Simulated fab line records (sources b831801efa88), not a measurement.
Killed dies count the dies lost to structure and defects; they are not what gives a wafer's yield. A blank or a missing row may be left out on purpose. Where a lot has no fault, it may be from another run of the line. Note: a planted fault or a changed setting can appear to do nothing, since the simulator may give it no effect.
fab line records -- flow sky130
record: lots: 7, wafers: 21, last_day: 50
route steps=708 shown VIA3@587 METAL4@598 PAD_OPEN@708
lots untouched by any fault: they come from a run of this same line in which no faults occurred
start_h: start of the lot's first displayed wafer, in hours after the record's first day -- wait_h: hours elapsed since this lot's preceding step -- " repeats the value in the row above -- L1.1+2: a single row standing in for several wafers -- - no value present, or no start provided -- * or withheld: withheld -- < > ~ a bound
route shown NAME@n: a module of which the file shows steps, and the number in the route of the first -- usual: mean/standard deviation of fault-free wafers -- same: alike in all rows -- chamber/n: place in a boat -- sites: readings site by site -- _std_site: standard deviation of those values -- _edge_site: the outer-site mean with the inner-site mean subtracted -- radius_mm: for every site, how far away it sits from the centre of the wafer -- mask NAME#n: copy n -- behind: the most recent tool/chamber to have shaped the wafer -- hold: why the lot went on hold/how many hours it stayed there/how the hold came to an end -- device: whichever transistor did not switch (one of n, p or np) -- end of line: the tests these same wafers got at the end of their route -- a step with no rows: only its recipe -- killed: at the first sort, the dies lost to defects and structure; wafer yield is something else -- map: a wafer's dies, marking killed ones x, the rest . and places with no die _
set.NAME: setting as actually run; set.NAME@STEP: the setting as run at that earlier step -- model.NAME: the simulator's own value behind a step, which no gauge read
lots at selected steps of the route; one table per step, one row per wafer
services: the hour from which a tool's chamber was out of use, counted from the record's first day as start_h (under 0 if before that day), plus the number of hours and why
== steps ==
step: SKY_VIA3_ETCH_14
recipe: chemistry: N2/H2, target: BARC, ion_energy_ev: 200, source_w: 500, bias_w: 100, pressure_mtorr: 30, n2_flow_sccm: 100, h2_flow_sccm: 200, stop_on: SiO2, time_s: 45.9, target_depth_a: 600
usual: drypump_motor_current_A: 6.0/0.5, oes_product_au: 0.855/0.0045, rf_fwd_power_W: 495.4/2, throttle_valve_pct: 13.224/0.0089
lot.wafer,tool,chamber,start_h,wait_h,drypump_motor_current_A,oes_product_au,rf_fwd_power_W,rf_hours_counter_h,throttle_valve_pct
L742.2,rie_diel-01,2,1006.79,0.0,6.0,0.859,496.2,5,13.226
L742.3,rie_diel-01,3,1006.79,0.0,5.2,0.849,494.1,21,13.218
L742.4,rie_diel-01,1,1006.79,0.0,6.7,0.858,499.1,5,13.226
L746.4,rie_diel-01,3,1038.87,0.0,5.2,0.851,493.4,22,13.213
L746.5,rie_diel-01,1,1038.87,0.0,6.7,0.857,495.8,-,13.222
L746.6,rie_diel-01,2,1038.87,0.0,6.1,0.848,497.7,-,13.224
L747.2,rie_diel-03,2,1040.69,0.0,5.8,0.858,497.5,2,13.218
L747.3,rie_diel-03,0,1040.69,0.0,5.2,0.861,495.8,11,13.241
L747.4,rie_diel-03,1,1040.69,0.0,6.3,0.858,494.4,23,13.239
L750.1,rie_diel-02,0,1060.07,0.0,5.8,0.849,495.3,20,13.221
L750.3,rie_diel-02,3,1060.07,0.0,5.2,0.855,498.9,15,13.227
L750.4,rie_diel-02,1,1060.07,0.0,6.5,0.856,495.2,9,13.218
L751.3,rie_diel-01,1,1062.57,0.0,6.7,0.854,495.5,7,13.239
L751.5,rie_diel-01,2,1062.57,0.0,6.1,0.857,498.1,-,13.214
L751.6,rie_diel-01,3,1062.57,0.0,5.2,0.851,493.3,-,13.227
L752.2,rie_diel-02,1,1067.49,0.0,6.5,0.859,493.0,10,13.213
L752.3,rie_diel-02,2,1067.49,0.0,6.3,0.858,499.7,11,13.237
L752.6,rie_diel-02,0,1067.49,0.0,5.8,0.855,493.6,-,13.229
L755.1,rie_diel-02,3,1082.99,0.0,5.2,0.849,497.5,16,13.224
L755.2,rie_diel-02,1,1082.99,0.0,6.4,0.855,494.0,10,13.226
L755.6,rie_diel-02,1,1082.99,0.0,6.5,0.847,496.1,-,13.225
step: SKY_VIA3_ETCH_15
recipe: target: SiO2, chemistry: C4F8/O2/Ar, target_depth_nm: 507, stop_on: TiN, mask_material: KrF-thick, source_w: 1500, bias_w: 1200, pressure_mtorr: 40, c4f8_flow_sccm: withheld, O2_flow_sccm: 6, Ar_flow_sccm: 300, time_s: 78
usual: oes_product_au: 0.945/0.0052, rf_fwd_power_W: 1490/5.4
lot.wafer,tool,chamber,start_h,wait_h,oes_product_au,rf_fwd_power_W,rf_hours_counter_h
L742.2,rie_diel-01,2,1006.83,0.0,0.938,1494,5
L742.3,rie_diel-01,3,1006.83,0.0,0.945,1493,21
L742.4,rie_diel-01,1,1006.83,0.0,0.939,1497,5
L746.4,rie_diel-01,3,1038.92,0.0,0.943,1490,22
L746.5,rie_diel-01,1,1038.92,0.0,0.943,1494,-
L746.6,rie_diel-01,2,1038.92,0.0,0.952,1494,-
L747.2,rie_diel-03,2,1040.73,0.0,0.937,1489,2
L747.3,rie_diel-03,0,1040.73,0.0,0.939,1489,11
L747.4,rie_diel-03,1,1040.73,0.0,0.948,1485,23
L750.1,rie_diel-02,0,1060.12,0.0,0.939,1487,20
L750.3,rie_diel-02,3,1060.12,0.0,0.943,1492,15
L750.4,rie_diel-02,1,1060.12,0.0,0.948,1488,9
L751.3,rie_diel-01,1,1062.62,0.0,0.940,1494,7
L751.5,rie_diel-01,2,1062.62,0.0,0.946,1499,-
L751.6,rie_diel-01,3,1062.62,0.0,0.949,1491,-
L752.2,rie_diel-02,1,1067.53,0.0,0.945,1480,10
L752.3,rie_diel-02,2,1067.53,0.0,0.947,1495,11
L752.6,rie_diel-02,0,1067.53,0.0,0.944,1489,-
L755.1,rie_diel-02,3,1083.03,0.0,0.954,1495,16
L755.2,rie_diel-02,1,1083.03,0.0,0.949,1483,10
L755.6,rie_diel-02,1,1083.03,0.0,0.946,1483,-
step: SKY_VIA3_STRIP_16
recipe: chemistry: O2/N2, power_w: 1400, pressure_mtorr: 1500, platen_temp_c: withheld, o2_flow_sccm: 3000, n2_flow_sccm: 300, overash_fraction: 0.5
step: SKY_VIA3_STRIP_17
recipe: chemistry: post_etch_residue_remover, time_s: 1200, temp_c: 72.5
step: SKY_VIA3_CLEAN_18
recipe: chemistry: IPA, time_s: 180, temp_c: 25
step: SKY_VIA3_CLEAN_19
recipe: chemistry: O3/DIW, dry: n2_spin
step: SKY_VIA3_SPUTTER_20
recipe: material: TiN, target_thk_nm: 20, chamber_pressure_pa: 5, power_w: 4000, time_s: 80
usual: cathode_dc_power_W: 4000.0/0.83, chamber_pressure_pa: 5.000/0.0098, throttle_valve_pct: 29.9/1.2
lot.wafer,tool,chamber,start_h,wait_h,cathode_dc_power_W,chamber_pressure_pa,throttle_valve_pct
L742.2,pvd_sputter-01,-,1007.92,0.0,3999.2,5.002,30.1
L742.3,pvd_sputter-01,-,1007.92,0.0,3998.1,5.001,31.4
L742.4,pvd_sputter-01,-,1007.92,0.0,4000.3,5.001,28.8
L746.4,pvd_sputter-03,-,1039.61,0.0,4000.3,5.006,30.2
L746.5,pvd_sputter-03,-,1039.61,0.0,4000.3,5.019,27.8
L746.6,pvd_sputter-03,-,1039.61,0.0,3999.5,4.994,29.9
L747.2,pvd_sputter-04,-,1041.43,0.0,3998.8,4.992,29.2
L747.3,pvd_sputter-04,-,1041.43,0.0,4000.7,5.013,29.9
L747.4,pvd_sputter-04,-,1041.43,0.0,3999.3,4.979,32.7
L750.1,pvd_sputter-03,-,1060.80,0.0,4001.2,4.990,29.6
L750.3,pvd_sputter-03,-,1060.80,0.0,3999.3,5.000,30.1
L750.4,pvd_sputter-03,-,1060.80,0.0,3999.6,5.003,28.0
L751.3,pvd_sputter-03,-,1063.27,0.0,4000.4,4.995,29.8
L751.5,pvd_sputter-03,-,1063.27,0.0,3999.6,4.991,29.9
L751.6,pvd_sputter-03,-,1063.27,0.0,4000.0,4.989,30.1
L752.2,pvd_sputter-03,-,1068.19,0.0,3997.9,4.990,29.7
L752.3,pvd_sputter-03,-,1068.19,0.0,3999.0,5.007,30.0
L752.6,pvd_sputter-03,-,1068.19,0.0,4001.6,4.991,27.5
L755.1,pvd_sputter-04,-,1083.68,0.0,4000.2,5.000,32.6
L755.2,pvd_sputter-04,-,1083.68,0.0,4000.2,5.002,29.4
L755.6,pvd_sputter-04,-,1083.68,0.0,3999.2,5.005,30.4
step: SKY_VIA3_CVD_21
recipe: material: W, target_thk_nm: 390, time_s: 117.31, temp_c: 400, pressure_torr: 40
step: SKY_VIA3_RS_MEAS_22
recipe: thk_meas_gauge: four-point-probe, reads: W_of_VIA3_CVD_21+TiN_of_VIA3_SPUTTER_20
usual: VIA3_W_RS: 0.291/0.004
lot.wafer,tool,chamber,start_h,wait_h,VIA3_W_RS[ohm/sq]
L742.2,film_metro-02,-,1008.12,0.1,0.287
L742.3,film_metro-02,-,1008.12,0.1,0.292
L742.4,film_metro-02,-,1008.12,0.1,0.287
L746.4,film_metro-04,-,1039.87,0.1,0.291
L746.5,film_metro-04,-,1039.87,0.1,0.292
L746.6,film_metro-04,-,1039.87,0.1,0.291
L747.2,film_metro-04,-,1041.63,0.1,0.294
L747.3,film_metro-04,-,1041.63,0.1,0.297
L747.4,film_metro-04,-,1041.63,0.1,0.287
L750.1,film_metro-04,-,1060.98,0.1,0.293
L750.3,film_metro-04,-,1060.98,0.1,0.284
L750.4,film_metro-04,-,1060.98,0.1,0.291
L751.3,film_metro-03,-,1063.50,0.1,0.295
L751.5,film_metro-03,-,1063.50,0.1,0.296
L751.6,film_metro-03,-,1063.50,0.1,0.291
L752.2,film_metro-02,-,1068.39,0.1,0.288
L752.3,film_metro-02,-,1068.39,0.1,0.285
L752.6,film_metro-02,-,1068.39,0.1,0.284
L755.1,film_metro-04,-,1083.87,0.1,0.294
L755.2,film_metro-04,-,1083.87,0.1,0.288
L755.6,film_metro-04,-,1083.87,0.1,0.293
step: SKY_VIA3_THK_MEAS_23
recipe: thk_meas_gauge: xrf, reads: W_of_VIA3_CVD_21
usual: VIA3_W_THK: 399/7.7
lot.wafer,tool,chamber,start_h,wait_h,VIA3_W_THK[nm]
L742.2,film_metro-02,-,1008.23,0.1,409
L742.3,film_metro-02,-,1008.23,0.1,406
L742.4,film_metro-02,-,1008.23,0.1,412
L746.4,film_metro-04,-,1039.96,0.1,392
L746.5,film_metro-04,-,1039.96,0.1,391
L746.6,film_metro-04,-,1039.96,0.1,393
L747.2,film_metro-04,-,1041.74,0.1,390
L747.3,film_metro-04,-,1041.74,0.1,385
L747.4,film_metro-04,-,1041.74,0.1,398
L750.1,film_metro-04,-,1061.10,0.1,395
L750.3,film_metro-04,-,1061.10,0.1,402
L750.4,film_metro-04,-,1061.10,0.1,393
L751.3,film_metro-03,-,1063.60,0.1,397
L751.5,film_metro-03,-,1063.60,0.1,398
L751.6,film_metro-03,-,1063.60,0.1,405
L752.2,film_metro-02,-,1068.50,0.1,409
L752.3,film_metro-02,-,1068.50,0.1,414
L752.6,film_metro-02,-,1068.50,0.1,411
L755.1,film_metro-04,-,1083.99,0.1,389
L755.2,film_metro-04,-,1083.99,0.1,400
L755.6,film_metro-04,-,1083.99,0.1,392
step: SKY_VIA3_CMP_24
recipe: stop_on: SiO2, t_overpolish_s: 20, down_force_psi: 3.5, platen_rpm: 60, target_thk_nm: 0, pad_velocity_m_s: 0.94248
step: SKY_METAL4_SPUTTER_00
recipe: material: Ti, target_thk_nm: 15, power_w: 3000, time_s: 10, chamber_pressure_pa: 0.4
usual: cathode_dc_power_W: 3000.0/0.56, chamber_pressure_pa: 0.4001/0.00076, throttle_valve_pct: 30.1/1
lot.wafer,tool,chamber,start_h,wait_h,cathode_dc_power_W,chamber_pressure_pa,throttle_valve_pct
L742.2,pvd_sputter-02,-,1008.58,0.1,2999.9,0.4018,31.1
L742.3,pvd_sputter-02,-,1008.58,0.1,2999.9,0.3996,30.0
L742.4,pvd_sputter-02,-,1008.58,0.1,2999.6,0.4004,28.6
L746.4,pvd_sputter-04,-,1040.50,0.2,3000.1,0.3995,32.5
L746.5,pvd_sputter-04,-,1040.50,0.2,3001.6,0.4000,29.2
L746.6,pvd_sputter-04,-,1040.50,0.2,2999.6,0.3997,30.4
L747.2,pvd_sputter-01,-,1042.09,0.2,2999.7,0.3997,30.4
L747.3,pvd_sputter-01,-,1042.09,0.2,2999.6,0.4002,30.1
L747.4,pvd_sputter-01,-,1042.09,0.2,2999.6,0.4001,28.6
L750.1,pvd_sputter-02,-,1061.46,0.1,3000.3,0.4000,30.1
L750.3,pvd_sputter-02,-,1061.46,0.1,2999.6,0.4009,28.7
L750.4,pvd_sputter-02,-,1061.46,0.1,2999.9,0.4005,29.5
L751.3,pvd_sputter-04,-,1063.94,0.2,3000.4,0.3998,30.4
L751.5,pvd_sputter-04,-,1063.94,0.2,2999.7,0.4008,32.4
L751.6,pvd_sputter-04,-,1063.94,0.2,3000.1,0.3993,29.8
L752.2,pvd_sputter-02,-,1068.85,0.1,2999.6,0.4011,29.9
L752.3,pvd_sputter-02,-,1068.85,0.1,2999.9,0.4010,28.6
L752.6,pvd_sputter-02,-,1068.85,0.1,3000.3,0.3992,30.9
L755.1,pvd_sputter-01,-,1088.50,0.2,3000.6,0.4000,30.0
L755.2,pvd_sputter-01,-,1088.50,0.2,3000.7,0.3998,28.8
L755.6,pvd_sputter-01,-,1088.50,0.2,2999.3,0.4009,31.5
step: SKY_METAL4_SPUTTER_01
recipe: material: TiN, target_thk_nm: 20, power_w: 6500, time_s: 16.7, chamber_pressure_pa: 0.4
usual: cathode_dc_power_W: 6499.9/1.2, chamber_pressure_pa: 0.4000/0.00075, throttle_valve_pct: 30.1/1
lot.wafer,tool,chamber,start_h,wait_h,cathode_dc_power_W,chamber_pressure_pa,throttle_valve_pct
L742.2,pvd_sputter-02,-,1008.61,0.0,6500.2,0.4002,30.9
L742.3,pvd_sputter-02,-,1008.61,0.0,6501.2,0.4016,30.0
L742.4,pvd_sputter-02,-,1008.61,0.0,6501.0,0.4009,28.8
L746.4,pvd_sputter-04,-,1040.52,0.0,6498.9,0.4001,32.4
L746.5,pvd_sputter-04,-,1040.52,0.0,6499.3,0.4014,29.2
L746.6,pvd_sputter-04,-,1040.52,0.0,6500.2,0.4009,30.5
L747.2,pvd_sputter-01,-,1042.11,0.0,6499.3,0.4009,30.6
L747.3,pvd_sputter-01,-,1042.11,0.0,6499.9,0.4008,29.7
L747.4,pvd_sputter-01,-,1042.11,0.0,6501.3,0.4011,28.3
L750.1,pvd_sputter-02,-,1061.49,0.0,-,-,-
L750.3,pvd_sputter-02,-,1061.49,0.0,-,-,-
L750.4,pvd_sputter-02,-,1061.49,0.0,-,-,-
L751.3,pvd_sputter-04,-,1063.96,0.0,-,-,-
L751.5,pvd_sputter-04,-,1063.96,0.0,-,-,-
L751.6,pvd_sputter-04,-,1063.96,0.0,-,-,-
L752.2,pvd_sputter-02,-,1068.88,0.0,-,-,-
L752.3,pvd_sputter-02,-,1068.88,0.0,-,-,-
L752.6,pvd_sputter-02,-,1068.88,0.0,-,-,-
L755.1,pvd_sputter-01,-,1088.52,0.0,6501.4,0.3995,29.8
L755.2,pvd_sputter-01,-,1088.52,0.0,6499.8,0.4004,28.2
L755.6,pvd_sputter-01,-,1088.52,0.0,6499.2,0.4010,31.5
step: SKY_METAL4_SPUTTER_02
recipe: material: AlCu, target_thk_nm: 735, power_w: 10600, time_s: 39.1, chamber_pressure_pa: 0.4
usual: cathode_dc_power_W: 10600/2, chamber_pressure_pa: 0.4000/0.00077, throttle_valve_pct: 30.1/1
lot.wafer,tool,chamber,start_h,wait_h,cathode_dc_power_W,chamber_pressure_pa,throttle_valve_pct
L742.2,pvd_sputter-02,-,1008.63,0.0,10601,0.3993,31.1
L742.3,pvd_sputter-02,-,1008.63,0.0,10601,0.3990,30.0
L742.4,pvd_sputter-02,-,1008.63,0.0,10597,0.3996,28.7
L746.4,pvd_sputter-04,-,1040.55,0.0,10598,0.4009,32.8
L746.5,pvd_sputter-04,-,1040.55,0.0,10599,0.3990,29.0
L746.6,pvd_sputter-04,-,1040.55,0.0,10599,0.3998,30.4
L747.2,pvd_sputter-01,-,1042.14,0.0,10599,0.3993,30.5
L747.3,pvd_sputter-01,-,1042.14,0.0,10599,0.4006,30.4
L747.4,pvd_sputter-01,-,1042.14,0.0,10603,0.3997,28.6
L750.1,pvd_sputter-02,-,1061.51,0.0,10601,0.4004,30.0
L750.3,pvd_sputter-02,-,1061.51,0.0,10601,0.4009,28.8
L750.4,pvd_sputter-02,-,1061.51,0.0,10598,0.4006,29.8
L751.3,pvd_sputter-04,-,1063.99,0.0,10601,0.4009,30.4
L751.5,pvd_sputter-04,-,1063.99,0.0,10599,0.4007,32.5
L751.6,pvd_sputter-04,-,1063.99,0.0,10597,0.3998,29.9
L752.2,pvd_sputter-02,-,1068.90,0.0,10601,0.4003,29.9
L752.3,pvd_sputter-02,-,1068.90,0.0,10600,0.4007,28.8
L752.6,pvd_sputter-02,-,1068.90,0.0,10601,0.3991,31.1
L755.1,pvd_sputter-01,-,1088.55,0.0,10599,0.4016,29.8
L755.2,pvd_sputter-01,-,1088.55,0.0,10601,0.4000,28.6
L755.6,pvd_sputter-01,-,1088.55,0.0,10598,0.3994,31.5
step: SKY_PAD_OPEN_PROBE_99
usual: defect_limited_yield: 82.9/1.8, killed_at_M0_to_M3: 42/7.2, killed_at_M4_up: 3.2/1.8, killed_at_contacts: 24/5.4, killed_at_front_end: 15/4, killed_at_other: 0.3/0.59, killed_dies: 84/9, killed_open: 46/7.1, killed_short: 38/6, sort_bin_3_pad_short: 0.8/0.41, sort_bin_5_function: 10.1/1.3, sort_bin_6_memory: 6.3/1.2, sort_n_pass: 408/9, sort_yield_pct: 82.9/1.8
same: gross_dies: 492, killed_at_back_side: 0, sort_bin_4_leakage[%]: 0, sort_bin_8_speed[%]: 0
lot.wafer,tool,chamber,start_h,wait_h,defect_limited_yield[%],killed_at_M0_to_M3,killed_at_M4_up,killed_at_contacts,killed_at_front_end,killed_at_other,killed_dies,killed_open,killed_short,sort_bin_3_pad_short[%],sort_bin_5_function[%],sort_bin_6_memory[%],sort_n_pass,sort_yield_pct[%]
L742.2,prober-01,-,1145.98,0.1,87.8,31,2,14,12,1,60,31,29,0.8,6.9,4.5,432,87.8
L742.3,prober-01,-,1146.03,0.2,83.5,38,4,22,17,0,81,44,37,0,11.0,5.5,411,83.5
L742.4,prober-01,-,1146.08,0.2,83.3,43,1,21,16,1,82,44,38,1.2,10.6,4.9,410,83.3
L746.4,prober-01,-,1168.99,0.2,82.7,46,4,22,13,0,85,46,39,1.0,11.6,4.7,407,82.7
L746.5,prober-01,-,1169.04,0.2,82.7,40,2,26,16,1,85,42,43,0.6,10.6,6.1,407,82.7
L746.6,prober-01,-,1169.09,0.2,81.3,44,4,22,22,0,92,39,53,1.2,12.0,5.5,400,81.3
L747.2,prober-02,-,1171.18,0.1,84.3,39,2,21,14,1,77,37,38,0.8,9.6,5.3,415,84.3
L747.3,prober-02,-,1171.23,0.2,85.0,32,3,25,14,0,74,39,34,1.0,8.9,5.1,418,85.0
L747.4,prober-02,-,1171.28,0.2,83.3,47,4,18,13,0,82,42,40,1.2,9.3,6.1,410,83.3
killed by level:class
L742.2 METAL1:geometric_particle:short=8 CONTACT:geometric_particle:open=7 VIA2:geometric_particle:open=5 VIA1:geometric_particle:open=5 VIA3:geometric_particle:open=5 POLY_GATE:geometric_particle:short=4 FIELD_ISO:geometric_particle:short=3 METAL3:geometric_particle:short=3
L742.3 VIA1:geometric_particle:open=14 FIELD_ISO:geometric_particle:open=7 CONTACT:geometric_particle:open=7 FIELD_ISO:geometric_particle:short=6 LI_CONTACT:geometric_particle:open=5 LOCAL_INTERCONNECT:geometric_particle:short=4 METAL1:geometric_particle:short=4 METAL2:geometric_particle:short=4
L742.4 VIA1:geometric_particle:open=15 CONTACT:geometric_particle:open=11 FIELD_ISO:geometric_particle:short=7 VIA1:geometric_particle:short=6 POLY_GATE:geometric_particle:short=4 VIA2:geometric_particle:short=4 VIA2:geometric_particle:open=4 VIA3:geometric_particle:open=4
L746.4 VIA1:geometric_particle:open=10 CONTACT:geometric_particle:open=9 VIA2:geometric_particle:open=7 METAL2:geometric_particle:short=6 METAL1:geometric_particle:short=5 VIA1:geometric_particle:short=5 FIELD_ISO:geometric_particle:open=4 POLY_GATE:geometric_particle:open=4
L746.5 VIA1:geometric_particle:open=11 CONTACT:geometric_particle:open=9 LOCAL_INTERCONNECT:geometric_particle:short=7 METAL3:geometric_particle:short=6 FIELD_ISO:geometric_particle:open=5 METAL1:geometric_particle:short=5 CONTACT:geometric_particle:short=5 VIA2:geometric_particle:open=5
L746.6 METAL1:geometric_particle:short=13 VIA1:geometric_particle:open=9 FIELD_ISO:geometric_particle:short=7 CONTACT:geometric_particle:open=7 LOCAL_INTERCONNECT:geometric_particle:short=6 VIA1:geometric_particle:short=6 POLY_GATE:geometric_particle:short=5 LI_CONTACT:geometric_particle:open=5
L747.2 VIA1:geometric_particle:open=8 CONTACT:geometric_particle:open=8 METAL2:geometric_particle:short=8 CONTACT:geometric_particle:short=6 METAL1:geometric_particle:short=6 VIA2:geometric_particle:open=6 VIA3:geometric_particle:open=5 FIELD_ISO:geometric_particle:short=4
L747.3 CONTACT:geometric_particle:open=10 VIA3:geometric_particle:open=8 LI_CONTACT:geometric_particle:open=7 VIA1:geometric_particle:open=7 FIELD_ISO:geometric_particle:short=5 VIA2:geometric_particle:short=5 METAL2:geometric_particle:short=5 FIELD_ISO:geometric_particle:open=4
L747.4 VIA1:geometric_particle:open=13 LI_CONTACT:geometric_particle:open=6 METAL2:geometric_particle:short=5 VIA3:geometric_particle:open=5 METAL1:geometric_particle:short=5 METAL3:geometric_particle:short=5 VIA2:geometric_particle:open=4 CONTACT:geometric_particle:open=4
== services ==
tool,chamber,start_h,hours,kind
rie_diel-01,0,983.73,2.6,repair
rie_diel-03,0,984.84,8.3,repair
pvd_sputter-01,-,986.81,5.0,repair
pvd_sputter-01,-,994.27,3.0,repair
rie_diel-03,1,996.96,4.5,repair
pvd_sputter-01,-,1001.47,4.3,repair
rie_diel-02,1,1001.98,5.6,repair
rie_diel-01,0,1008.23,3.6,repair
pvd_sputter-02,-,1011.14,3.4,repair
pvd_sputter-01,-,1026.42,1.4,repair
rie_diel-02,-,1036.24,0.4,repair
rie_diel-03,1,1042.63,2.8,repair
pvd_sputter-01,-,1061.81,15.0,repair
rie_diel-02,-,1067.59,14.6,pm
rie_diel-03,2,1083.15,14.0,repair
== key ==
first_sign: step: SKY_METAL4_SPUTTER_01, reading: tool_record, direction: missing
effect none on later readings
met_at SKY_METAL4_SPUTTER_01
struck_wafers L750.1,L750.3,L750.4,L751.3,L751.5,L751.6,L752.2,L752.3,L752.6
rows_end L750.1,L750.3,L750.4,L751.3,L751.5,L751.6,L752.2,L752.3,L752.6
onset_between 1040.52 1061.49
earlier_fault: kind: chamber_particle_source, tool: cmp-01, chamber: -, onset_h: 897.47, steps: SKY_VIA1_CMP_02, rate_per_visit_cm2: 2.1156
fault: kind: skipped_step_whole, tool: pvd_sputter-02,pvd_sputter-04, chamber: -, onset_h: 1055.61, steps: SKY_METAL4_SPUTTER_01, scope: struck_lots_only
rows_end: these wafers met a further fault down the route, and their rows from its step on are left out
